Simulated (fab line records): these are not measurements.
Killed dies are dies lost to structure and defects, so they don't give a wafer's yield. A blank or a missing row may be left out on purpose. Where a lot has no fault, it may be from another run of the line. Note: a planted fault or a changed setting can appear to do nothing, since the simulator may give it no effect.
Struck lot and sound lot, side by side :: flow gf180mcu :: 15 out of 602 route steps
Sound: these wafers, L401.2, L401.5, L401.6. Struck: wafer L414.6 (left out: L414.5, a lot-mate that was not struck); the cause follows at the end.
For every step that has rows: the tool of each side, followed by ch and its chambers, followed by its first start. Under that, the readings that differ: sound wafers :: struck wafers :: difference of the means :: sigmas: that difference in standard deviations of wafers without a fault.
alike: readings whose means differ by less than 2 such deviations, and words and numbers that are the same on both sides. not compared: withheld readings, readings that some wafer has no value for, bounds like >300 that may hide the same value, and numbers for which the record gives no deviation and whose values overlap.
The two part at a step that has a row with sigmas, a row that says differs or no value, or rows on one side only. When numbers do not overlap yet have no deviation, they are printed without sigmas and do not part them. A reading that every wafer of one side lacks parts them only if that side has two wafers or more.

first, 1 step without rows for these wafers: GF_DUAL_GATE_DEVELOP_10 (develop time 60 s).
GF_DUAL_GATE_OVL_MEAS_11:
  sound on overlay-01, day 8 14:28; struck on overlay-02, day 12 09:04
reading: DUAL_GATE_OVL (nm)
sound: -2.6 -0.7 1.6
struck: 3.4
difference: +4.0
sigmas: +2
then, 1 step without rows for these wafers: GF_DUAL_GATE_WET_ETCH_12 (etches SiO2 in dHF, target depth 13 nm, time 260 s).
GF_DUAL_GATE_STRIP_13: strips in O2/N2.
  sound on plasmaAsher-01 ch 0,1, day 8 14:34; struck on plasmaAsher-03 ch 0, day 12 09:13
reading: stripTimeToEndpointS (s)
sound: 12.60 12.61 12.59
struck: 12.71
difference: +0.11
sigmas: +3
  alike: drypumpMotorCurrentA, heaterPowerW, oesProductAu
  not compared: rfHoursCounterH
then, 3 steps without rows for these wafers: GF_DUAL_GATE_CLEAN_14 (cleans in SC1/SC2, time 150 s); GF_DUAL_GATE_OXIDATION_15 (stabilise 600 s, purge 300 s, target thk 7.098 nm); GF_POLY_GATE_CVD_00 (deposits poly-Si, target thk 200 nm, time 1200 s).
GF_POLY_GATE_THK_MEAS_01:
  sound on filmMetro-03, day 8 17:52; struck on filmMetro-02, day 12 14:44
  alike: POLY_GATE_CVD_00_THK
then, 4 steps without rows for these wafers: GF_POLY_GATE_DEHYDRATE_02 (time 60 s); GF_POLY_GATE_HMDS_03 (prime time 60 s); GF_POLY_GATE_COAT_04; GF_POLY_GATE_COAT_05 (resist thk 700 nm).
GF_POLY_GATE_SOFTBAKE_06: time 60 s.
  sound on lithoTrack-02 ch 0, day 9 00:00; struck on lithoTrack-03 ch 0, day 13 00:00
reading: runLengthS (s)
sound: 89.00 89.14 89.08
struck: 93.78
difference: +4.71
sigmas: +22
then, 1 step without rows for these wafers: GF_POLY_GATE_EXPOSE_07 (exposes mask Poly2, target cd 280 nm).
GF_PASSIVATION_PROBE_99:
  the record holds rows for the sound wafers here (prober-01, day 29 10:35) but none for the struck ones

== WHERE THEY PART ==
First at GF_DUAL_GATE_OVL_MEAS_11; last, within this record, at GF_PASSIVATION_PROBE_99.

WHY: whatever the simulator had introduced
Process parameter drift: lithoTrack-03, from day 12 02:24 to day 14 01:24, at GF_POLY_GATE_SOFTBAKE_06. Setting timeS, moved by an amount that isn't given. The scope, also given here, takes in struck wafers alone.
